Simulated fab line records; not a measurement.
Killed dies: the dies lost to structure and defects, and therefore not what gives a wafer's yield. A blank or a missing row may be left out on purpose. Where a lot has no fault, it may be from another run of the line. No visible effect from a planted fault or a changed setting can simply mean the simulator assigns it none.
fab line records ; flow sky130 ; part 2 of 2: steps 30 to 38 of 38
record lots=5; wafers=15; lastDay=47
route steps=708 shown VIA1@465 METAL2@483
lots with no fault: from the same line, run without faults
startH: start of the lot's first displayed wafer, in hours after the record's first day ; waitH: how many hours have passed since the lot's step before this one ; " repeats the value in the row above ; L1.1+2: several wafers, shown together as one row ; - value missing, or start not given ; * or withheld: withheld ; < > ~ a bound
route shown NAME@n: NAME is a module with steps in the file, n the number in the route of the first one ; usual: mean and standard deviation over wafers with no fault ; same: alike in all rows ; chamber/n: place in a boat ; sites: readings site by site ; _std_site: the values' standard deviation ; _edge_site: the outer-site mean with the inner-site mean subtracted ; radiusMm: how far each site lies from the wafer's centre ; mask NAME#n: copy n ; behind: the last tool/chamber to shape the wafer ; hold: why the lot went on hold/how many hours it stayed there/how the hold came to an end ; device: the n, p or np transistor that did not switch ; end of line: at the end of the route, the tests of the same wafers ; a step given without rows: its recipe and nothing more ; killed: the dies lost at the first sort to structure and to defects; this is not the yield of the wafer ; map: a wafer's dies, x killed, . not, _ none there
set.NAME: the run value of the setting; set.NAME@STEP: its run value at that earlier step ; model.NAME: the simulator's own value behind a step, which no gauge read
lots seen at some steps along the route; tables by step, rows by wafer
services: a tool's chamber out of use, with start hour (startH, from the record's first day; less than 0 if before it), hours out, and reason
## steps
# step SKY_METAL2_SOFTBAKE_11
# recipe tempC=100; timeS=90; resist=KrF-thick
lot.wafer;tool;chamber;startH;waitH
L074.3+4+6;lithoTrack-02;0;-;-
L076.2+4+6;lithoTrack-02;0;-;-
L080.2+3+6;lithoTrack-04;0;-;-
L081.1+2+4;lithoTrack-02;0;-;-
L083.2+3+4;lithoTrack-04;0;-;-
# step SKY_METAL2_EXPOSE_12
# recipe maskId=MM2; na=0.8; sourceShape=annular; sigmaInner=0.55; sigmaOuter=0.85; targetCdNm=140; doseMj=28
# usual reticleTempC=23.00/0.11
# same na=0.8; sigmaInner=0.55
lot.wafer;tool;chamber;startH;waitH;mask;reticleTempC
L074.3;krfScanner-01;0;-;-;MM2#0;22.81
L074.4;krfScanner-01;0;-;-;MM2#0;22.93
L074.6;krfScanner-01;0;-;-;MM2#0;23.03
L076.2;krfScanner-02;0;-;-;MM2#0;23.05
L076.4;krfScanner-02;0;-;-;MM2#0;22.99
L076.6;krfScanner-02;0;-;-;MM2#0;23.06
L080.2;krfScanner-01;0;-;-;MM2#0;23.07
L080.3;krfScanner-01;0;-;-;MM2#0;23.12
L080.6;krfScanner-01;0;-;-;MM2#0;22.93
L081.1;krfScanner-01;0;-;-;MM2#0;22.92
L081.2;krfScanner-01;0;-;-;MM2#0;23.00
L081.4;krfScanner-01;0;-;-;MM2#0;22.95
L083.2;krfScanner-02;0;-;-;MM2#0;23.10
L083.3;krfScanner-02;0;-;-;MM2#0;22.98
L083.4;krfScanner-02;0;-;-;MM2#0;23.18
# step SKY_METAL2_PEB_13
# recipe pebTempC=withheld; pebTimeS=withheld; resist=KrF-thick
lot.wafer;tool;chamber;startH;waitH
L074.3+4+6;lithoTrack-02;0;-;-
L076.2+4+6;lithoTrack-03;0;-;-
L080.2+3+6;lithoTrack-03;0;-;-
L081.1+2+4;lithoTrack-02;0;-;-
L083.2+3+4;lithoTrack-02;0;-;-
# step SKY_METAL2_DEVELOP_14
# recipe developTimeS=60; resist=KrF-thick; devTempC=21
lot.wafer;tool;chamber;startH;waitH
L074.3+4+6;lithoTrack-02;0;-;-
L076.2+4+6;lithoTrack-03;0;-;-
L080.2+3+6;lithoTrack-03;0;-;-
L081.1+2+4;lithoTrack-02;0;-;-
L083.2+3+4;lithoTrack-02;0;-;-
# step SKY_METAL2_CD_MEAS_15
# recipe targetCdNm=140
# usual cdNm=140.2/1.7
lot.wafer;tool;chamber;startH;waitH;cdNm
L074.3;cdSem-02;-;817.08;-;137.7
L074.4;cdSem-02;-;817.08;-;137.4
L074.6;cdSem-02;-;817.08;-;139.5
L076.2;cdSem-01;-;837.30;-;138.5
L076.4;cdSem-01;-;837.30;-;138.5
L076.6;cdSem-01;-;837.30;-;138.6
L080.2;cdSem-01;-;876.90;-;141.2
L080.3;cdSem-01;-;876.90;-;142.8
L080.6;cdSem-01;-;876.90;-;142.4
L081.1;cdSem-01;-;883.34;-;141.4
L081.2;cdSem-01;-;883.34;-;140.8
L081.4;cdSem-01;-;883.34;-;141.1
L083.2;cdSem-02;-;884.66;-;142.4
L083.3;cdSem-02;-;884.66;-;142.6
L083.4;cdSem-02;-;884.66;-;142.3
# step SKY_METAL2_OVL_MEAS_16
# usual METAL2_OVL=-1/5.4
lot.wafer;tool;chamber;startH;waitH;METAL2_OVL[nm]
L074.3;overlay-02;-;817.17;0.1;-10
L074.4;overlay-02;-;817.17;0.1;-4
L074.6;overlay-02;-;817.17;0.1;-2
L076.2;overlay-02;-;837.41;0.1;-2
L076.4;overlay-02;-;837.41;0.1;-4
L076.6;overlay-02;-;837.41;0.1;-2
L080.2;overlay-01;-;877.01;0.1;9
L080.3;overlay-01;-;877.01;0.1;2
L080.6;overlay-01;-;877.01;0.1;1
L081.1;overlay-02;-;883.46;0.1;-8
L081.2;overlay-02;-;883.46;0.1;-4
L081.4;overlay-02;-;883.46;0.1;-3
L083.2;overlay-02;-;884.76;0.1;-1
L083.3;overlay-02;-;884.76;0.1;-5
L083.4;overlay-02;-;884.76;0.1;-2
# step SKY_METAL2_DESCUM_17
# recipe chemistry=O2; sourcePowerW=150; biasPowerW=0; pressureMtorr=10; tempC=40; timeS=8
# usual drypumpMotorCurrentA=5.6/0.48; oesProductAu=0.997/0.009
lot.wafer;tool;chamber;startH;waitH;drypumpMotorCurrentA;oesProductAu;rfHoursCounterH
L074.3;rieMetal-02;0;817.20;0.0;5.3;0.978;-
L074.4;rieMetal-02;1;817.20;0.0;5.1;0.991;-
L074.6;rieMetal-02;0;817.20;0.0;5.3;0.987;-
L076.2;rieMetal-03;0;837.44;0.0;5.6;0.994;17
L076.4;rieMetal-03;1;837.44;0.0;6.5;0.990;-
L076.6;rieMetal-03;1;837.44;0.0;6.5;0.991;-
L080.2;rieMetal-01;1;877.04;0.0;5.8;1.004;10
L080.3;rieMetal-01;1;877.04;0.0;5.9;0.997;-
L080.6;rieMetal-01;1;877.04;0.0;5.8;0.999;-
L081.1;rieMetal-02;1;883.49;0.0;5.1;1.010;12
L081.2;rieMetal-02;0;883.49;0.0;5.3;1.004;1
L081.4;rieMetal-02;0;883.49;0.0;5.3;1.013;-
L083.2;rieMetal-01;0;884.79;0.0;5.4;0.985;5
L083.3;rieMetal-01;1;884.79;0.0;5.9;0.996;-
L083.4;rieMetal-01;0;884.79;0.0;5.4;0.988;-
# step SKY_METAL2_ETCH_18
# recipe chemistry=N2/H2; target=BARC; ionEnergyEv=200; biasW=100; pressureMtorr=30; n2FlowSccm=100; h2FlowSccm=200; icpW=500; stopOn=SiO2; timeS=45.9; targetDepthA=600
# usual drypumpMotorCurrentA=5.6/0.48; oesProductAu=0.853/0.0045; throttleValvePct=13.224/0.0093
lot.wafer;tool;chamber;startH;waitH;drypumpMotorCurrentA;oesProductAu;rfHoursCounterH;throttleValvePct
L074.3;rieMetal-02;0;817.25;0.0;5.3;0.856;-;13.240
L074.4;rieMetal-02;1;817.25;0.0;5.1;0.848;-;13.232
L074.6;rieMetal-02;0;817.25;0.0;5.3;0.849;-;13.248
L076.2;rieMetal-03;0;837.47;0.0;5.5;0.855;17;13.194
L076.4;rieMetal-03;1;837.47;0.0;6.5;0.849;-;13.221
L076.6;rieMetal-03;1;837.47;0.0;6.5;0.861;-;13.216
L080.2;rieMetal-01;1;877.07;0.0;5.8;0.849;10;13.212
L080.3;rieMetal-01;1;877.07;0.0;5.9;0.854;-;13.213
L080.6;rieMetal-01;1;877.07;0.0;5.8;0.849;-;13.222
L081.1;rieMetal-02;1;883.53;0.0;5.1;0.850;12;13.249
L081.2;rieMetal-02;0;883.53;0.0;5.3;0.860;1;13.233
L081.4;rieMetal-02;0;883.53;0.0;5.3;0.860;-;13.214
L083.2;rieMetal-01;0;884.83;0.0;5.4;0.851;5;13.238
L083.3;rieMetal-01;1;884.83;0.0;5.8;0.855;-;13.221
L083.4;rieMetal-01;0;884.83;0.0;5.4;0.853;-;13.222
# step SKY_METAL2_METAL_ETCH_19
# recipe targetDepthA=3600; stopOn=SiO2; overEtchFrac=0.3; timeS=78; chemistry=Cl2/BCl3; resistSidewallDeg=88; pressureMtorr=10; icpW=900; biasW=48.5; Cl2_flow_sccm=60; bcl3FlowSccm=30
# usual drypumpMotorCurrentA=5.6/0.48; mfcCl2Sccm=59.99/0.19; oesProductAu=0.853/0.0058; throttleValvePct=22.264/0.0093
lot.wafer;tool;chamber;startH;waitH;drypumpMotorCurrentA;mfcCl2Sccm;oesProductAu;rfHoursCounterH;throttleValvePct
L074.3;rieMetal-02;0;817.32;0.1;5.3;59.89;0.857;-;22.252
L074.4;rieMetal-02;1;817.32;0.1;5.1;59.98;0.862;-;22.259
L074.6;rieMetal-02;0;817.32;0.1;5.3;59.90;0.864;-;22.274
L076.2;rieMetal-03;0;837.53;0.0;5.6;60.14;0.860;17;22.267
L076.4;rieMetal-03;1;837.53;0.0;6.4;60.19;0.851;-;22.264
L076.6;rieMetal-03;1;837.53;0.0;6.5;59.99;0.851;-;22.266
L080.2;rieMetal-01;1;877.14;0.0;5.8;60.01;0.846;10;22.255
L080.3;rieMetal-01;1;877.14;0.0;5.8;59.94;0.845;-;22.257
L080.6;rieMetal-01;1;877.14;0.0;5.8;59.65;0.847;-;22.262
L081.1;rieMetal-02;1;883.59;0.0;5.1;59.99;0.855;12;22.251
L081.2;rieMetal-02;0;883.59;0.0;5.3;60.14;0.855;1;22.245
L081.4;rieMetal-02;0;883.59;0.0;5.3;60.13;0.849;-;22.264
L083.2;rieMetal-01;0;884.89;0.0;5.3;60.05;0.855;5;22.255
L083.3;rieMetal-01;1;884.89;0.0;5.8;59.92;0.856;-;22.271
L083.4;rieMetal-01;0;884.89;0.0;5.4;60.30;0.852;-;22.260
## services
tool;chamber;startH;hours;kind
wetBench-03;-;751.27;2.0;repair
rieDiel-04;2;754.90;6.5;repair
krfScanner-02;-;759.70;0.9;repair
krfScanner-01;-;762.42;0.8;pm
krfScanner-01;-;764.74;4.4;pm
krfScanner-02;-;773.82;1.0;pm
krfScanner-01;-;779.50;1.3;pm
rieDiel-02;1;789.25;8.6;repair
krfScanner-02;-;789.62;1.3;pm
krfScanner-01;-;794.07;6.2;repair
rieMetal-02;1;798.45;5.3;repair
pvdSputter-04;-;799.44;1.1;repair
rieDiel-04;-;807.14;4.0;pm
pvdSputter-02;-;808.58;2.4;repair
krfScanner-01;-;810.78;0.6;repair
pvdSputter-04;-;820.51;9.1;repair
rieMetal-01;-;829.91;14.6;pm
krfScanner-01;-;835.13;1.0;pm
pvdSputter-02;-;847.72;1.0;repair
rieMetal-01;1;854.97;1.0;repair
wetBench-03;-;859.90;4.0;repair
krfScanner-02;-;860.58;0.3;repair
krfScanner-02;-;866.04;0.8;pm
rieMetal-02;-;870.41;2.1;repair
